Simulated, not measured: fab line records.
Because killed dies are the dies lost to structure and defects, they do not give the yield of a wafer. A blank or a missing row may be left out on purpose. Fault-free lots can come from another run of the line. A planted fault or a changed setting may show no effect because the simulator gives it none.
Which tool did it? / flow sky130 / Sampling: 11 lots, 33 wafers, 2 of 708 route steps

## WHAT EACH GAUGE READ, for each wafer
SKY_CONTACT_BOW_MEAS_05. Usual: CONTACT_BOW 82 um, standard deviation 7.2.
lot=L691; measured=day 31 16:46; on=film_metro-04; CONTACT_BOW (um)=91 80 75; flag=
lot=L693; measured=day 32 18:43; on=film_metro-04; CONTACT_BOW (um)=78 83 80; flag=
lot=L692; measured=day 32 19:56; on=film_metro-03; CONTACT_BOW (um)=82 72 75; flag=
lot=L695; measured=day 32 22:04; on=film_metro-04; CONTACT_BOW (um)=81 86 86; flag=
lot=L694; measured=day 33 09:56; on=film_metro-01; CONTACT_BOW (um)=81 89 88; flag=
lot=L696; measured=day 33 19:55; on=film_metro-04; CONTACT_BOW (um)=88 78 92; flag=
lot=L697; measured=day 33 22:53; on=film_metro-03; CONTACT_BOW (um)=90 79 75; flag=
lot=L699; measured=day 34 06:23; on=film_metro-01; CONTACT_BOW (um)=85 82 76; flag=
lot=L707; measured=day 36 10:42; on=film_metro-01; CONTACT_BOW (um)=84 96 86; flag=
lot=L710; measured=day 36 23:17; on=film_metro-04; CONTACT_BOW (um)=80 80 81; flag=
lot=L713; measured=day 37 18:55; on=film_metro-04; CONTACT_BOW (um)=82 99 87; flag=

## EACH LOT AND THE TOOL THAT RAN IT (in order: tool; ch and the chambers of the sampled wafers; start)
lot=L691; SKY_LOCAL_INTERCONNECT_STRIP_15=plasma_asher-01 ch 0,1, day 31 15:31
lot=L693; SKY_LOCAL_INTERCONNECT_STRIP_15=plasma_asher-04 ch 0,1, day 32 17:34
lot=L692; SKY_LOCAL_INTERCONNECT_STRIP_15=plasma_asher-04 ch 0, day 32 18:49
lot=L695; SKY_LOCAL_INTERCONNECT_STRIP_15=plasma_asher-01 ch 0, day 32 20:48
lot=L694; SKY_LOCAL_INTERCONNECT_STRIP_15=plasma_asher-03 ch 0,1, day 33 08:49
lot=L696; SKY_LOCAL_INTERCONNECT_STRIP_15=plasma_asher-01 ch 0,1, day 33 18:43
lot=L697; SKY_LOCAL_INTERCONNECT_STRIP_15=plasma_asher-04 ch 0,1, day 33 21:37
lot=L699; SKY_LOCAL_INTERCONNECT_STRIP_15=plasma_asher-01 ch 0,1, day 34 05:12
lot=L707; SKY_LOCAL_INTERCONNECT_STRIP_15=plasma_asher-03 ch 0,1, day 36 09:22
lot=L710; SKY_LOCAL_INTERCONNECT_STRIP_15=plasma_asher-01 ch 0, day 36 22:08
lot=L713; SKY_LOCAL_INTERCONNECT_STRIP_15=plasma_asher-01 ch 0,1, day 37 17:40
- SKY_LOCAL_INTERCONNECT_STRIP_15: strips in O2/N2.

## WHAT THE TOOLS THEMSELVES READ (means of the sampled wafers that have a number; where no wafer has one, the mark that the record gives instead)
SKY_LOCAL_INTERCONNECT_STRIP_15. Usual: drypump_motor_current_A 5.7 A, standard deviation 0.43; oes_product_au 0.427 a.u., standard deviation 0.0045; strip_time_to_endpoint_s 4.731 s, standard deviation 0.021.
lot=L691; tool=plasma_asher-01; drypump_motor_current_A (A)=5.6; oes_product_au (a.u.)=0.426; strip_time_to_endpoint_s (s)=4.689; flag=
lot=L693; tool=plasma_asher-04; drypump_motor_current_A (A)=5.5; oes_product_au (a.u.)=0.426; strip_time_to_endpoint_s (s)=4.710; flag=
lot=L692; tool=plasma_asher-04; drypump_motor_current_A (A)=5.2; oes_product_au (a.u.)=0.430; strip_time_to_endpoint_s (s)=4.729; flag=
lot=L695; tool=plasma_asher-01; drypump_motor_current_A (A)=5.3; oes_product_au (a.u.)=0.430; strip_time_to_endpoint_s (s)=4.724; flag=
lot=L694; tool=plasma_asher-03; drypump_motor_current_A (A)=5.8; oes_product_au (a.u.)=0.425; strip_time_to_endpoint_s (s)=4.755; flag=
lot=L696; tool=plasma_asher-01; drypump_motor_current_A (A)=5.6; oes_product_au (a.u.)=0.429; strip_time_to_endpoint_s (s)=4.774; flag=
lot=L697; tool=plasma_asher-04; drypump_motor_current_A (A)=5.5; oes_product_au (a.u.)=0.424; strip_time_to_endpoint_s (s)=4.736; flag=
lot=L699; tool=plasma_asher-01; drypump_motor_current_A (A)=5.6; oes_product_au (a.u.)=0.427; strip_time_to_endpoint_s (s)=4.705; flag=
lot=L707; tool=plasma_asher-03; drypump_motor_current_A (A)=6.0; oes_product_au (a.u.)=0.423; strip_time_to_endpoint_s (s)=4.739; flag=
lot=L710; tool=plasma_asher-01; drypump_motor_current_A (A)=5.2; oes_product_au (a.u.)=0.431; strip_time_to_endpoint_s (s)=4.740; flag=
lot=L713; tool=plasma_asher-01; drypump_motor_current_A (A)=5.6; oes_product_au (a.u.)=0.427; strip_time_to_endpoint_s (s)=4.757; flag=

## THE ANSWER, worked out from the rows above alone
Rule: take the mean of a lot's wafers that have a number; if it is more than 3 standard deviations from the usual mean, the lot is off. Also off: a lot with no number at a reading for which 4 or more lots have one. Any other lot the step has rows for is counted as sound. Order of review: gauges by route order, followed by the tools' own readings, for which a lot's mean as printed above is used. The first step at which some lot is off is used, and at that step the reading that is off furthest; a lot without a number counts as furthest.
No lot is off on any of the readings shown, so nothing can be concluded from this.

## WHAT HAD BEEN PUT IN BY THE SIMULATOR
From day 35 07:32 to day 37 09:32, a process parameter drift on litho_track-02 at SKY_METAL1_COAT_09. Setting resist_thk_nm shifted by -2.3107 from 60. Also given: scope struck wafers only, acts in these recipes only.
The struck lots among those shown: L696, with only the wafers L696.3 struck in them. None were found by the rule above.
